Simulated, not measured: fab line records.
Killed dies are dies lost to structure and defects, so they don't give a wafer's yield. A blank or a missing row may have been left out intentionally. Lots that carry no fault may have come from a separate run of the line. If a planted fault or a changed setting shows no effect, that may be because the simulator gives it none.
fab line records :: flow sfq_line
record:
  lots: 6
  wafers: 18
  last_day: 92
route steps=325 shown I0@53 M1@58
lots with no fault: from the same line, run without faults
start_h: start of the lot's first displayed wafer, in hours after the record's first day :: wait_h: time in hours since the lot's previous step :: " identical to the entry in the row above :: L1.1+2: several wafers, shown together as one row :: - either no value or no given start :: * or withheld: withheld :: < > ~ a bound
route shown NAME@n: names a module that has steps shown in the file, with the first one's number in the route :: usual: the fault-free wafers' mean and standard deviation :: same: alike in all rows :: chamber/n: place in a boat :: sites: readings site by site :: _std_site: the standard deviation of these :: _edge_site: mean of outer sites minus mean of inner sites :: radius_mm: how far each site lies from the wafer's centre :: mask NAME#n: copy n :: behind: the most recent tool/chamber to have shaped the wafer :: hold: why the lot went on hold/how many hours it stayed there/how the hold came to an end :: device: names the non-switching transistor (n, p or np) :: end of line: the same wafers' tests at the end of the route :: step lacking rows: just its recipe :: killed: dies that structure and defects cost at the first sort, which is not the same as the wafer's yield :: map: a wafer's dies, marking killed ones x, the rest . and places with no die _
set.NAME: the setting that was run; set.NAME@STEP: the one run at that earlier step :: model.NAME: the simulator's own value behind a step, which no gauge read
a table for each step, a row for each wafer; lots at some steps of the route
services: when a tool's chamber went out of use (start_h, in hours from the record's first day, below 0 if earlier), for how many hours, and the reason
== steps ==
step: SFQ_I0_OVL_MEAS_908
usual:
  I0_OVL: 2/4.4
lot.wafer: L806.2
tool: overlay-01
chamber: -
start_h: 536.29
wait_h: 0.1
I0_OVL[nm]: 4

lot.wafer: L806.3
tool: overlay-01
chamber: -
start_h: 536.29
wait_h: 0.1
I0_OVL[nm]: 2

lot.wafer: L806.5
tool: overlay-01
chamber: -
start_h: 536.29
wait_h: 0.1
I0_OVL[nm]: 6

lot.wafer: L808.1
tool: overlay-02
chamber: -
start_h: 548.28
wait_h: 0.1
I0_OVL[nm]: 8

lot.wafer: L808.2
tool: overlay-02
chamber: -
start_h: 548.28
wait_h: 0.1
I0_OVL[nm]: 9

lot.wafer: L808.3
tool: overlay-02
chamber: -
start_h: 548.28
wait_h: 0.1
I0_OVL[nm]: 3

lot.wafer: L809.1
tool: overlay-01
chamber: -
start_h: 559.08
wait_h: 0.1
I0_OVL[nm]: 4

lot.wafer: L809.3
tool: overlay-01
chamber: -
start_h: 559.08
wait_h: 0.1
I0_OVL[nm]: 3

lot.wafer: L809.4
tool: overlay-01
chamber: -
start_h: 559.08
wait_h: 0.1
I0_OVL[nm]: -2

lot.wafer: L811.1
tool: overlay-02
chamber: -
start_h: 587.78
wait_h: 0.1
I0_OVL[nm]: 4

lot.wafer: L811.2
tool: overlay-02
chamber: -
start_h: 587.78
wait_h: 0.1
I0_OVL[nm]: 0

lot.wafer: L811.6
tool: overlay-02
chamber: -
start_h: 587.78
wait_h: 0.1
I0_OVL[nm]: 0

lot.wafer: L813.1
tool: overlay-01
chamber: -
start_h: 595.10
wait_h: 0.1
I0_OVL[nm]: 1

lot.wafer: L813.4
tool: overlay-01
chamber: -
start_h: 595.10
wait_h: 0.1
I0_OVL[nm]: -6

lot.wafer: L813.6
tool: overlay-01
chamber: -
start_h: 595.10
wait_h: 0.1
I0_OVL[nm]: -7

lot.wafer: L818.2
tool: overlay-01
chamber: -
start_h: 655.24
wait_h: 0.1
I0_OVL[nm]: 3

lot.wafer: L818.4
tool: overlay-01
chamber: -
start_h: 655.24
wait_h: 0.1
I0_OVL[nm]: 2

lot.wafer: L818.6
tool: overlay-01
chamber: -
start_h: 655.24
wait_h: 0.1
I0_OVL[nm]: 3
step: SFQ_TRILAYER_I0_VIA_BARC_OPEN_VIA_ETCH_046
recipe:
  mask_material: PR
  chemistry: O2
  target_depth_nm: 125
  target: BARC
  source_w: 500
  bias_w: 80
  pressure_mtorr: 30
  time_s: 41.7
usual:
  drypump_motor_current_A: 6.0/0.41
  oes_product_au: 0.684/0.0047
lot.wafer: L806.2
tool: rie_diel-01
chamber: 1
start_h: 536.32
wait_h: 0.0
drypump_motor_current_A: 6.7
oes_product_au: 0.687
rf_hours_counter_h: 1

lot.wafer: L806.3
tool: rie_diel-01
chamber: 2
start_h: 536.32
wait_h: 0.0
drypump_motor_current_A: 5.9
oes_product_au: 0.683
rf_hours_counter_h: 3

lot.wafer: L806.5
tool: rie_diel-01
chamber: 3
start_h: 536.32
wait_h: 0.0
drypump_motor_current_A: 6.4
oes_product_au: 0.688
rf_hours_counter_h: -

lot.wafer: L808.1
tool: rie_diel-01
chamber: 1
start_h: 548.32
wait_h: 0.0
drypump_motor_current_A: 6.7
oes_product_au: 0.675
rf_hours_counter_h: 1

lot.wafer: L808.2
tool: rie_diel-01
chamber: 0
start_h: 548.32
wait_h: 0.0
drypump_motor_current_A: 5.6
oes_product_au: 0.690
rf_hours_counter_h: 84

lot.wafer: L808.3
tool: rie_diel-01
chamber: 2
start_h: 548.32
wait_h: 0.0
drypump_motor_current_A: 5.9
oes_product_au: 0.687
rf_hours_counter_h: 4

lot.wafer: L809.1
tool: rie_diel-03
chamber: 0
start_h: 559.12
wait_h: 0.0
drypump_motor_current_A: 6.2
oes_product_au: 0.684
rf_hours_counter_h: 4

lot.wafer: L809.3
tool: rie_diel-03
chamber: 2
start_h: 559.12
wait_h: 0.0
drypump_motor_current_A: 6.0
oes_product_au: 0.680
rf_hours_counter_h: 4

lot.wafer: L809.4
tool: rie_diel-03
chamber: 1
start_h: 559.12
wait_h: 0.0
drypump_motor_current_A: 5.9
oes_product_au: 0.689
rf_hours_counter_h: 50

lot.wafer: L811.1
tool: rie_diel-04
chamber: 2
start_h: 587.82
wait_h: 0.0
drypump_motor_current_A: 5.1
oes_product_au: 0.683
rf_hours_counter_h: 10

lot.wafer: L811.2
tool: rie_diel-04
chamber: 1
start_h: 587.82
wait_h: 0.0
drypump_motor_current_A: 6.0
oes_product_au: 0.686
rf_hours_counter_h: 78

lot.wafer: L811.6
tool: rie_diel-04
chamber: 0
start_h: 587.82
wait_h: 0.0
drypump_motor_current_A: 5.8
oes_product_au: 0.690
rf_hours_counter_h: -

lot.wafer: L813.1
tool: rie_diel-04
chamber: 0
start_h: 595.14
wait_h: 0.0
drypump_motor_current_A: 5.8
oes_product_au: 0.679
rf_hours_counter_h: 3

lot.wafer: L813.4
tool: rie_diel-04
chamber: 2
start_h: 595.14
wait_h: 0.0
drypump_motor_current_A: 5.1
oes_product_au: 0.685
rf_hours_counter_h: 10

lot.wafer: L813.6
tool: rie_diel-04
chamber: 1
start_h: 595.14
wait_h: 0.0
drypump_motor_current_A: 6.0
oes_product_au: 0.685
rf_hours_counter_h: -

lot.wafer: L818.2
tool: rie_diel-01
chamber: 3
start_h: 655.27
wait_h: 0.0
drypump_motor_current_A: 6.4
oes_product_au: 0.687
rf_hours_counter_h: 3

lot.wafer: L818.4
tool: rie_diel-01
chamber: 2
start_h: 655.27
wait_h: 0.0
drypump_motor_current_A: 5.9
oes_product_au: 0.686
rf_hours_counter_h: -

lot.wafer: L818.6
tool: rie_diel-01
chamber: 3
start_h: 655.27
wait_h: 0.0
drypump_motor_current_A: 6.4
oes_product_au: 0.678
rf_hours_counter_h: -
step: SFQ_TRILAYER_I0_VIA_ETCH_VIA_ETCH_034
recipe:
  target: SiO2
  stop_on: Nb
  mask_material: PR
  taper_deg: 20
  chemistry: CHF3
  target_depth_nm: 260
  source_w: 500
  bias_w: 80
  pressure_mtorr: 30
  time_s: withheld
usual:
  drypump_motor_current_A: 6.0/0.41
  oes_product_au: 0.853/0.0054
lot.wafer: L806.2
tool: rie_diel-01
chamber: 1
start_h: 536.36
wait_h: 0.0
drypump_motor_current_A: 6.7
oes_product_au: 0.864

lot.wafer: L806.3
tool: rie_diel-01
chamber: 2
start_h: 536.36
wait_h: 0.0
drypump_motor_current_A: 5.9
oes_product_au: 0.847

lot.wafer: L806.5
tool: rie_diel-01
chamber: 3
start_h: 536.36
wait_h: 0.0
drypump_motor_current_A: 6.4
oes_product_au: 0.847

lot.wafer: L808.1
tool: rie_diel-01
chamber: 1
start_h: 548.36
wait_h: 0.0
drypump_motor_current_A: 6.7
oes_product_au: 0.850

lot.wafer: L808.2
tool: rie_diel-01
chamber: 0
start_h: 548.36
wait_h: 0.0
drypump_motor_current_A: 5.6
oes_product_au: 0.857

lot.wafer: L808.3
tool: rie_diel-01
chamber: 2
start_h: 548.36
wait_h: 0.0
drypump_motor_current_A: 5.9
oes_product_au: 0.846

lot.wafer: L809.1
tool: rie_diel-03
chamber: 0
start_h: 559.16
wait_h: 0.0
drypump_motor_current_A: 6.2
oes_product_au: 0.858

lot.wafer: L809.3
tool: rie_diel-03
chamber: 2
start_h: 559.16
wait_h: 0.0
drypump_motor_current_A: 6.0
oes_product_au: 0.851

lot.wafer: L809.4
tool: rie_diel-03
chamber: 1
start_h: 559.16
wait_h: 0.0
drypump_motor_current_A: 5.9
oes_product_au: 0.858

lot.wafer: L811.1
tool: rie_diel-04
chamber: 2
start_h: 587.86
wait_h: 0.0
drypump_motor_current_A: 5.1
oes_product_au: 0.847

lot.wafer: L811.2
tool: rie_diel-04
chamber: 1
start_h: 587.86
wait_h: 0.0
drypump_motor_current_A: 6.1
oes_product_au: 0.855

lot.wafer: L811.6
tool: rie_diel-04
chamber: 0
start_h: 587.86
wait_h: 0.0
drypump_motor_current_A: 5.8
oes_product_au: 0.851

lot.wafer: L813.1
tool: rie_diel-04
chamber: 0
start_h: 595.18
wait_h: 0.0
drypump_motor_current_A: 5.8
oes_product_au: 0.860

lot.wafer: L813.4
tool: rie_diel-04
chamber: 2
start_h: 595.18
wait_h: 0.0
drypump_motor_current_A: 5.1
oes_product_au: 0.850

lot.wafer: L813.6
tool: rie_diel-04
chamber: 1
start_h: 595.18
wait_h: 0.0
drypump_motor_current_A: 6.1
oes_product_au: 0.850

lot.wafer: L818.2
tool: rie_diel-01
chamber: 3
start_h: 655.31
wait_h: 0.0
drypump_motor_current_A: 6.4
oes_product_au: 0.861

lot.wafer: L818.4
tool: rie_diel-01
chamber: 2
start_h: 655.31
wait_h: 0.0
drypump_motor_current_A: 5.9
oes_product_au: 0.859

lot.wafer: L818.6
tool: rie_diel-01
chamber: 3
start_h: 655.31
wait_h: 0.0
drypump_motor_current_A: 6.4
oes_product_au: 0.863
step: SFQ_TRILAYER_I0_VIA_STRIP_STRIP_035
recipe:
  gas: O2
  power_w: 200
  platen_temp_c: 40
  overash_fraction: 0.65
  chemistry: O2
  pressure_mtorr: 50
usual:
  drypump_motor_current_A: 5.56/0.29
  oes_product_au: 1.000/0.0068
lot.wafer: L806.2
tool: rie_metal-04
chamber: 1
start_h: 536.47
wait_h: -
drypump_motor_current_A: 5.32
oes_product_au: 0.997
rf_hours_counter_h: 12

lot.wafer: L806.3
tool: rie_metal-04
chamber: 0
start_h: 536.47
wait_h: -
drypump_motor_current_A: 5.16
oes_product_au: 0.986
rf_hours_counter_h: -

lot.wafer: L806.5
tool: rie_metal-04
chamber: 1
start_h: 536.47
wait_h: -
drypump_motor_current_A: 5.31
oes_product_au: 0.992
rf_hours_counter_h: -

lot.wafer: L808.1
tool: rie_metal-02
chamber: 1
start_h: 548.47
wait_h: -
drypump_motor_current_A: 5.76
oes_product_au: 1.010
rf_hours_counter_h: 95

lot.wafer: L808.2
tool: rie_metal-02
chamber: 0
start_h: 548.47
wait_h: -
drypump_motor_current_A: 5.98
oes_product_au: 1.004
rf_hours_counter_h: 134

lot.wafer: L808.3
tool: rie_metal-02
chamber: 1
start_h: 548.47
wait_h: -
drypump_motor_current_A: 5.79
oes_product_au: 1.001
rf_hours_counter_h: -

lot.wafer: L809.1
tool: rie_metal-04
chamber: 0
start_h: 559.27
wait_h: -
drypump_motor_current_A: 5.19
oes_product_au: 0.995
rf_hours_counter_h: 27

lot.wafer: L809.3
tool: rie_metal-04
chamber: 0
start_h: 559.27
wait_h: -
drypump_motor_current_A: 5.18
oes_product_au: 0.985
rf_hours_counter_h: -

lot.wafer: L809.4
tool: rie_metal-04
chamber: 1
start_h: 559.27
wait_h: -
drypump_motor_current_A: 5.31
oes_product_au: 0.996
rf_hours_counter_h: -

lot.wafer: L811.1
tool: rie_metal-04
chamber: 0
start_h: 587.97
wait_h: -
drypump_motor_current_A: 5.18
oes_product_au: 1.004
rf_hours_counter_h: 31

lot.wafer: L811.2
tool: rie_metal-04
chamber: 1
start_h: 587.97
wait_h: -
drypump_motor_current_A: 5.33
oes_product_au: 1.007
rf_hours_counter_h: 18

lot.wafer: L811.6
tool: rie_metal-04
chamber: 1
start_h: 587.97
wait_h: -
drypump_motor_current_A: 5.35
oes_product_au: 1.001
rf_hours_counter_h: -

lot.wafer: L813.1
tool: rie_metal-03
chamber: 0
start_h: 595.29
wait_h: -
drypump_motor_current_A: 5.58
oes_product_au: 0.999
rf_hours_counter_h: 4

lot.wafer: L813.4
tool: rie_metal-03
chamber: 0
start_h: 595.29
wait_h: -
drypump_motor_current_A: 5.59
oes_product_au: 0.994
rf_hours_counter_h: -

lot.wafer: L813.6
tool: rie_metal-03
chamber: 0
start_h: 595.29
wait_h: -
drypump_motor_current_A: 5.59
oes_product_au: 1.001
rf_hours_counter_h: -

lot.wafer: L818.2
tool: rie_metal-03
chamber: 0
start_h: 655.42
wait_h: -
drypump_motor_current_A: 5.60
oes_product_au: 0.993
rf_hours_counter_h: 12

lot.wafer: L818.4
tool: rie_metal-03
chamber: 1
start_h: 655.42
wait_h: -
drypump_motor_current_A: 5.34
oes_product_au: 0.995
rf_hours_counter_h: -

lot.wafer: L818.6
tool: rie_metal-03
chamber: 1
start_h: 655.42
wait_h: -
drypump_motor_current_A: 5.33
oes_product_au: 0.998
rf_hours_counter_h: -
step: SFQ_TRILAYER_I0_VIA_STRIP_SOLV_CLEAN_036
recipe:
  chemistry: NMP
  temp_c: 70
  time_s: 600
step: SFQ_TRILAYER_M1_DEP_PRE_CLEAN_038
recipe:
  gas: Ar
  time_s: 22.5
  bias_v: 250
step: SFQ_TRILAYER_M1_DEP_SPUTTER_037
recipe:
  material: Nb
  base_pressure_pa: 1.33e-06
  chamber_pressure_pa: 0.1333
  substrate_temp_c: 20
  resputter_cathode_voltage_v: 400
  target_thk_nm: 200
  power_w: 2000
  time_s: 133.3
usual:
  cathode_dc_power_W: 2000.0/0.36
  substrate_temp_c: 20.01/0.11
  throttle_valve_pct: 30.0/0.97
lot.wafer: L806.2
tool: pvd_sputter-04
chamber: -
start_h: 537.29
wait_h: 0.0
cathode_dc_power_W: 2000.2
substrate_temp_c: 20.12
throttle_valve_pct: 30.7

lot.wafer: L806.3
tool: pvd_sputter-04
chamber: -
start_h: 537.29
wait_h: 0.0
cathode_dc_power_W: 2000.0
substrate_temp_c: 20.15
throttle_valve_pct: 29.0

lot.wafer: L806.5
tool: pvd_sputter-04
chamber: -
start_h: 537.29
wait_h: 0.0
cathode_dc_power_W: 2000.2
substrate_temp_c: 19.78
throttle_valve_pct: 29.1

lot.wafer: L808.1
tool: pvd_sputter-04
chamber: -
start_h: 549.27
wait_h: 0.0
cathode_dc_power_W: 1999.6
substrate_temp_c: 20.12
throttle_valve_pct: 29.0

lot.wafer: L808.2
tool: pvd_sputter-04
chamber: -
start_h: 549.27
wait_h: 0.0
cathode_dc_power_W: 2000.4
substrate_temp_c: 20.18
throttle_valve_pct: 28.8

lot.wafer: L808.3
tool: pvd_sputter-04
chamber: -
start_h: 549.27
wait_h: 0.0
cathode_dc_power_W: 2000.2
substrate_temp_c: 20.09
throttle_valve_pct: 29.6

lot.wafer: L809.1
tool: pvd_sputter-04
chamber: -
start_h: 560.07
wait_h: 0.0
cathode_dc_power_W: 1999.9
substrate_temp_c: 20.09
throttle_valve_pct: 28.6

lot.wafer: L809.3
tool: pvd_sputter-04
chamber: -
start_h: 560.07
wait_h: 0.0
cathode_dc_power_W: 2000.5
substrate_temp_c: 19.91
throttle_valve_pct: 30.6

lot.wafer: L809.4
tool: pvd_sputter-04
chamber: -
start_h: 560.07
wait_h: 0.0
cathode_dc_power_W: 2000.3
substrate_temp_c: 20.20
throttle_valve_pct: 29.1

lot.wafer: L811.1
tool: pvd_sputter-03
chamber: -
start_h: 588.79
wait_h: 0.0
cathode_dc_power_W: 2000.6
substrate_temp_c: 19.96
throttle_valve_pct: 29.7

lot.wafer: L811.2
tool: pvd_sputter-03
chamber: -
start_h: 588.79
wait_h: 0.0
cathode_dc_power_W: 1999.6
substrate_temp_c: 19.94
throttle_valve_pct: 31.9

lot.wafer: L811.6
tool: pvd_sputter-03
chamber: -
start_h: 588.79
wait_h: 0.0
cathode_dc_power_W: 1999.4
substrate_temp_c: 19.97
throttle_valve_pct: 29.6

lot.wafer: L813.1
tool: pvd_sputter-03
chamber: -
start_h: 596.11
wait_h: 0.0
cathode_dc_power_W: 2000.1
substrate_temp_c: 20.11
throttle_valve_pct: 29.4

lot.wafer: L813.4
tool: pvd_sputter-03
chamber: -
start_h: 596.11
wait_h: 0.0
cathode_dc_power_W: 1999.6
substrate_temp_c: 20.15
throttle_valve_pct: 29.6

lot.wafer: L813.6
tool: pvd_sputter-03
chamber: -
start_h: 596.11
wait_h: 0.0
cathode_dc_power_W: 2000.3
substrate_temp_c: 19.89
throttle_valve_pct: 29.6

lot.wafer: L818.2
tool: pvd_sputter-03
chamber: -
start_h: 656.22
wait_h: 0.0
cathode_dc_power_W: 2000.4
substrate_temp_c: 19.99
throttle_valve_pct: 32.0

lot.wafer: L818.4
tool: pvd_sputter-03
chamber: -
start_h: 656.22
wait_h: 0.0
cathode_dc_power_W: 1999.9
substrate_temp_c: 20.02
throttle_valve_pct: 29.6

lot.wafer: L818.6
tool: pvd_sputter-03
chamber: -
start_h: 656.22
wait_h: 0.0
cathode_dc_power_W: 1999.9
substrate_temp_c: 20.12
throttle_valve_pct: 29.5
step: SFQ_M1_RS_MEAS_909
recipe:
  thk_meas_gauge: four-point-probe
  reads: Nb_of_TRILAYER_M1_DEP_SPUTTER_037
usual:
  M1_NB_RS: 0.893/0.0096
lot.wafer: L806.2
tool: film_metro-04
chamber: -
start_h: 537.40
wait_h: 0.1
M1_NB_RS[ohm/sq]: 0.894

lot.wafer: L806.3
tool: film_metro-04
chamber: -
start_h: 537.40
wait_h: 0.1
M1_NB_RS[ohm/sq]: 0.886

lot.wafer: L806.5
tool: film_metro-04
chamber: -
start_h: 537.40
wait_h: 0.1
M1_NB_RS[ohm/sq]: 0.888

lot.wafer: L808.1
tool: film_metro-01
chamber: -
start_h: 549.36
wait_h: 0.0
M1_NB_RS[ohm/sq]: 0.877

lot.wafer: L808.2
tool: film_metro-01
chamber: -
start_h: 549.36
wait_h: 0.0
M1_NB_RS[ohm/sq]: 0.875

lot.wafer: L808.3
tool: film_metro-01
chamber: -
start_h: 549.36
wait_h: 0.0
M1_NB_RS[ohm/sq]: 0.882

lot.wafer: L809.1
tool: film_metro-02
chamber: -
start_h: 560.16
wait_h: 0.0
M1_NB_RS[ohm/sq]: 0.888

lot.wafer: L809.3
tool: film_metro-02
chamber: -
start_h: 560.16
wait_h: 0.0
M1_NB_RS[ohm/sq]: 0.898

lot.wafer: L809.4
tool: film_metro-02
chamber: -
start_h: 560.16
wait_h: 0.0
M1_NB_RS[ohm/sq]: 0.883

lot.wafer: L811.1
tool: film_metro-01
chamber: -
start_h: 588.88
wait_h: 0.0
M1_NB_RS[ohm/sq]: 0.884

lot.wafer: L811.2
tool: film_metro-01
chamber: -
start_h: 588.88
wait_h: 0.0
M1_NB_RS[ohm/sq]: 0.881

lot.wafer: L811.6
tool: film_metro-01
chamber: -
start_h: 588.88
wait_h: 0.0
M1_NB_RS[ohm/sq]: 0.883

lot.wafer: L813.1
tool: film_metro-04
chamber: -
start_h: 596.20
wait_h: 0.0
M1_NB_RS[ohm/sq]: 0.911

lot.wafer: L813.4
tool: film_metro-04
chamber: -
start_h: 596.20
wait_h: 0.0
M1_NB_RS[ohm/sq]: 0.901

lot.wafer: L813.6
tool: film_metro-04
chamber: -
start_h: 596.20
wait_h: 0.0
M1_NB_RS[ohm/sq]: 0.907

lot.wafer: L818.2
tool: film_metro-02
chamber: -
start_h: 656.33
wait_h: 0.1
M1_NB_RS[ohm/sq]: 0.892

lot.wafer: L818.4
tool: film_metro-02
chamber: -
start_h: 656.33
wait_h: 0.1
M1_NB_RS[ohm/sq]: 0.898

lot.wafer: L818.6
tool: film_metro-02
chamber: -
start_h: 656.33
wait_h: 0.1
M1_NB_RS[ohm/sq]: 0.899
step: SFQ_TRILAYER_M1_LITHO_COAT_044
recipe:
  resist: BARC
  spin_rpm: 3000
  resist_thk_nm: 62
step: SFQ_TRILAYER_M1_LITHO_COAT_039
recipe:
  resist: KrF
  spin_rpm: 3000
  resist_thk_nm: 600
step: SFQ_TRILAYER_M1_LITHO_SOFTBAKE_043
recipe:
  temp_c: withheld
  time_s: withheld
  resist: KrF
step: SFQ_TRILAYER_M1_LITHO_EXPOSE_040
recipe:
  mask_id: M1
  na: 0.6
  source_shape: conventional
  sigma_outer: 0.65
  target_cd_nm: 500
  dose_mj: 14.4
usual:
  exposure_dose_mJ_cm2: 14.400/0.013
  focus_offset_nm: 0.1/0.54
  na: 0.6/0
lot.wafer: L806.2
tool: krf_scanner-01
chamber: 0
start_h: 695.43
wait_h: -
mask: M1#0
exposure_dose_mJ_cm2: 14.375
focus_offset_nm: 0.3
na: 0.6

lot.wafer: L806.3
tool: krf_scanner-01
chamber: 0
start_h: 695.43
wait_h: -
mask: M1#0
exposure_dose_mJ_cm2: 14.374
focus_offset_nm: 0.3
na: 0.6

lot.wafer: L806.5
tool: krf_scanner-01
chamber: 0
start_h: 695.43
wait_h: -
mask: M1#0
exposure_dose_mJ_cm2: 14.423
focus_offset_nm: 0.7
na: 0.6

lot.wafer: L808.1
tool: krf_scanner-01
chamber: -
start_h: 704.83
wait_h: -
mask: M1#0
exposure_dose_mJ_cm2: -
focus_offset_nm: -
na: -

lot.wafer: L808.2
tool: krf_scanner-01
chamber: -
start_h: 704.83
wait_h: -
mask: M1#0
exposure_dose_mJ_cm2: -
focus_offset_nm: -
na: -

lot.wafer: L808.3
tool: krf_scanner-01
chamber: -
start_h: 704.83
wait_h: -
mask: M1#0
exposure_dose_mJ_cm2: -
focus_offset_nm: -
na: -

lot.wafer: L809.1
tool: krf_scanner-01
chamber: -
start_h: 713.23
wait_h: -
mask: M1#0
exposure_dose_mJ_cm2: -
focus_offset_nm: -
na: -

lot.wafer: L809.3
tool: krf_scanner-01
chamber: -
start_h: 713.23
wait_h: -
mask: M1#0
exposure_dose_mJ_cm2: -
focus_offset_nm: -
na: -

lot.wafer: L809.4
tool: krf_scanner-01
chamber: -
start_h: 713.23
wait_h: -
mask: M1#0
exposure_dose_mJ_cm2: -
focus_offset_nm: -
na: -

lot.wafer: L811.1
tool: krf_scanner-01
chamber: 0
start_h: 733.63
wait_h: -
mask: M1#0
exposure_dose_mJ_cm2: 14.395
focus_offset_nm: -0.1
na: 0.6

lot.wafer: L811.2
tool: krf_scanner-01
chamber: 0
start_h: 733.63
wait_h: -
mask: M1#0
exposure_dose_mJ_cm2: 14.397
focus_offset_nm: 0.8
na: 0.6

lot.wafer: L811.6
tool: krf_scanner-01
chamber: 0
start_h: 733.63
wait_h: -
mask: M1#0
exposure_dose_mJ_cm2: 14.416
focus_offset_nm: -0.1
na: 0.6

lot.wafer: L813.1
tool: krf_scanner-01
chamber: 0
start_h: 740.83
wait_h: -
mask: M1#0
exposure_dose_mJ_cm2: 14.396
focus_offset_nm: 0.1
na: 0.6

lot.wafer: L813.4
tool: krf_scanner-01
chamber: 0
start_h: 740.83
wait_h: -
mask: M1#0
exposure_dose_mJ_cm2: 14.423
focus_offset_nm: 0.2
na: 0.6

lot.wafer: L813.6
tool: krf_scanner-01
chamber: 0
start_h: 740.83
wait_h: -
mask: M1#0
exposure_dose_mJ_cm2: 14.368
focus_offset_nm: -0.2
na: 0.6

lot.wafer: L818.2
tool: krf_scanner-01
chamber: 0
start_h: 800.34
wait_h: -
mask: M1#0
exposure_dose_mJ_cm2: 14.410
focus_offset_nm: 0.1
na: 0.6

lot.wafer: L818.4
tool: krf_scanner-01
chamber: 0
start_h: 800.34
wait_h: -
mask: M1#0
exposure_dose_mJ_cm2: 14.412
focus_offset_nm: -0.2
na: 0.6

lot.wafer: L818.6
tool: krf_scanner-01
chamber: 0
start_h: 800.34
wait_h: -
mask: M1#0
exposure_dose_mJ_cm2: 14.384
focus_offset_nm: 0.3
na: 0.6
step: SFQ_TRILAYER_M1_LITHO_PEB_042
recipe:
  peb_temp_c: 115
  peb_time_s: 60
  resist: KrF
== services ==
tool: krf_scanner-01
chamber: -
start_h: 529.79
hours: 2.6
kind: repair

tool: rie_diel-04
chamber: -
start_h: 535.92
hours: 1.1
kind: repair

tool: krf_scanner-01
chamber: -
start_h: 567.18
hours: 1.3
kind: pm

tool: krf_scanner-01
chamber: -
start_h: 574.29
hours: 2.4
kind: repair

tool: rie_metal-04
chamber: -
start_h: 579.00
hours: 0.1
kind: repair

tool: rie_diel-01
chamber: -
start_h: 608.22
hours: 4.3
kind: pm

tool: pvd_sputter-03
chamber: -
start_h: 612.34
hours: 0.7
kind: repair

tool: krf_scanner-01
chamber: -
start_h: 614.00
hours: 0.8
kind: pm

tool: rie_diel-01
chamber: 0
start_h: 614.73
hours: 21.5
kind: repair

tool: krf_scanner-01
chamber: -
start_h: 643.85
hours: 1.0
kind: pm

tool: rie_diel-01
chamber: 1
start_h: 645.92
hours: 9.9
kind: repair

tool: rie_diel-04
chamber: 2
start_h: 646.98
hours: 11.7
kind: repair

tool: krf_scanner-01
chamber: -
start_h: 652.37
hours: 4.4
kind: pm

tool: pvd_sputter-03
chamber: -
start_h: 668.52
hours: 1.9
kind: repair

tool: rie_diel-04
chamber: -
start_h: 686.38
hours: 2.8
kind: pm

tool: pvd_sputter-03
chamber: -
start_h: 690.94
hours: 1.0
kind: repair

tool: pvd_sputter-04
chamber: -
start_h: 710.68
hours: 3.0
kind: repair

tool: krf_scanner-01
chamber: -
start_h: 743.23
hours: 1.3
kind: pm

tool: rie_diel-01
chamber: 2
start_h: 746.51
hours: 2.6
kind: repair

tool: rie_metal-04
chamber: 1
start_h: 758.70
hours: 13.0
kind: repair

tool: rie_diel-01
chamber: 3
start_h: 774.19
hours: 4.8
kind: repair

tool: krf_scanner-01
chamber: -
start_h: 781.89
hours: 0.8
kind: pm

tool: pvd_sputter-04
chamber: -
start_h: 787.18
hours: 12.3
kind: repair

tool: krf_scanner-01
chamber: -
start_h: 791.51
hours: 0.2
kind: repair
== key ==
first_sign:
  step: SFQ_TRILAYER_M1_LITHO_EXPOSE_040
  reading: tool_record
  direction: missing
effect none on later readings
met_at SFQ_TRILAYER_M1_LITHO_EXPOSE_040
struck_wafers L808.1,L808.2,L808.3,L809.1,L809.3,L809.4
onset_between 695.43 704.83
fault:
  kind: skipped_step_whole
  tool: krf_scanner-01
  chamber: -
  onset_h: 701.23
  steps: SFQ_TRILAYER_M1_LITHO_EXPOSE_040
  scope: struck_lots_only
